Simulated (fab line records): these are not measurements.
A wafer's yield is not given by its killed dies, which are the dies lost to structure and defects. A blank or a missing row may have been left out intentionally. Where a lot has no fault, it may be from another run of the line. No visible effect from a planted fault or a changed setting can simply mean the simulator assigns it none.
fab line records    flow sfqLine
record lots=14  wafers=42  lastDay=87
route steps=325 shown I2@111
lots that met no fault: from a run of the same line without faults
startH: the number of hours between the record's first day and the start of the first shown wafer of the lot    waitH: hours from the lot's prior step to this one    " as in the row above    L1.1+2: a row that stands for several wafers    - no value, or no start was given    * or withheld: withheld    < > ~ a bound
route shown NAME@n: NAME is a module with steps in the file, n the number in the route of the first one    usual: mean/standard deviation taken from wafers without a fault    same: alike in all rows    chamber/n: place in a boat    sites: the reading at each site    _std_site: the standard deviation of these    _edge_site: the outer-site mean with the inner-site mean subtracted    radiusMm: for every site, how far away it sits from the centre of the wafer    mask NAME#n: copy n    behind: the last tool/chamber to shape the wafer    hold: why the lot was held/for how many hours/how that ended    device: the transistor (n, p or np) that didn't switch    end of line: tests run on the same wafers once the route is complete    a step with no rows: only its recipe    killed: the dies lost at the first sort to structure and to defects; this is not the yield of the wafer    map: the dies of a wafer, with x for killed, . for not killed, _ for no die there
set.NAME: setting as actually run; set.NAME@STEP: the setting as run at that earlier step    model.NAME: the simulator's own value behind a step, which no gauge read
one table for each step of the route and one row for each wafer, over a sample of lots
## steps
# step SFQ_TRILAYER_I2_VIA_LITHO_PEB_070
# recipe pebTempC=115  pebTimeS=60  resist=KrF
# usual chillPlateTempC=23.00/0.11  exhaustPa=45.3/0.79
lot.wafer  tool           chamber  startH   waitH  chillPlateTempC  exhaustPa
L972.4     lithoTrack-04  0        701.00   0.5    22.99            45.8
L972.5     "              0        "        "      23.07            46.6
L972.6     "              0        "        "      22.82            46.7
L973.1     lithoTrack-03  0        712.92   1.0    23.10            45.7
L973.2     "              0        "        "      22.95            45.4
L973.3     "              0        "        "      22.97            45.0
L974.1     lithoTrack-03  0        777.88   1.0    23.11            45.9
L974.2     "              0        "        "      23.04            46.1
L974.6     "              0        "        "      23.07            45.2
L975.1     lithoTrack-04  0        781.48   1.0    22.92            45.4
L975.2     "              0        "        "      22.91            44.4
L975.4     "              0        "        "      23.13            44.7
L979.1     lithoTrack-02  0        924.26   1.0    23.02            44.8
L979.5     "              0        "        "      22.97            44.0
L979.6     "              0        "        "      23.20            44.5
L981.1     lithoTrack-02  -        946.21   1.0    -                -
L981.3     "              -        "        "      -                -
L981.4     "              -        "        "      -                -
L982.1     lithoTrack-03  -        964.21   1.0    -                -
L982.3     "              -        "        "      -                -
L982.4     "              -        "        "      -                -
L985.1     lithoTrack-03  0        985.81   1.0    22.96            46.4
L985.5     "              0        "        "      22.77            45.7
L985.6     "              0        "        "      22.93            47.2
L988.2     lithoTrack-04  0        1015.99  0.8    23.11            45.5
L988.3     "              0        "        "      23.02            46.9
L988.6     "              0        "        "      22.92            44.9
L989.1     lithoTrack-03  0        1021.97  1.0    23.04            45.9
L989.3     "              0        "        "      23.07            45.2
L989.6     "              0        "        "      22.98            45.5
L990.1     lithoTrack-03  0        1030.49  1.0    22.80            45.1
L990.4     "              0        "        "      23.11            45.7
L990.5     "              0        "        "      22.94            46.1
L992.1     lithoTrack-03  0        1046.09  1.0    23.10            44.3
L992.4     "              0        "        "      22.97            46.0
L992.5     "              0        "        "      23.07            45.1
L994.2     lithoTrack-04  0        1067.72  0.8    22.91            44.2
L994.4     "              0        "        "      22.87            45.2
L994.6     "              0        "        "      22.82            44.9
L995.1     lithoTrack-03  0        1074.89  1.0    23.01            45.3
L995.3     "              0        "        "      22.86            44.2
L995.5     "              0        "        "      22.95            45.5
## key
firstSign step=SFQ_TRILAYER_I2_VIA_LITHO_PEB_070  reading=toolRecord  direction=missing
effect none on later readings
metAt SFQ_TRILAYER_I2_VIA_LITHO_PEB_070
struckLots L981,L982
onsetBetween 924.26 946.21
fault kind=skippedStepWhole  tool=lithoTrack-02,lithoTrack-03  chamber=-  onsetH=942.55  steps=SFQ_TRILAYER_I2_VIA_LITHO_PEB_070  scope=struckLotsOnly
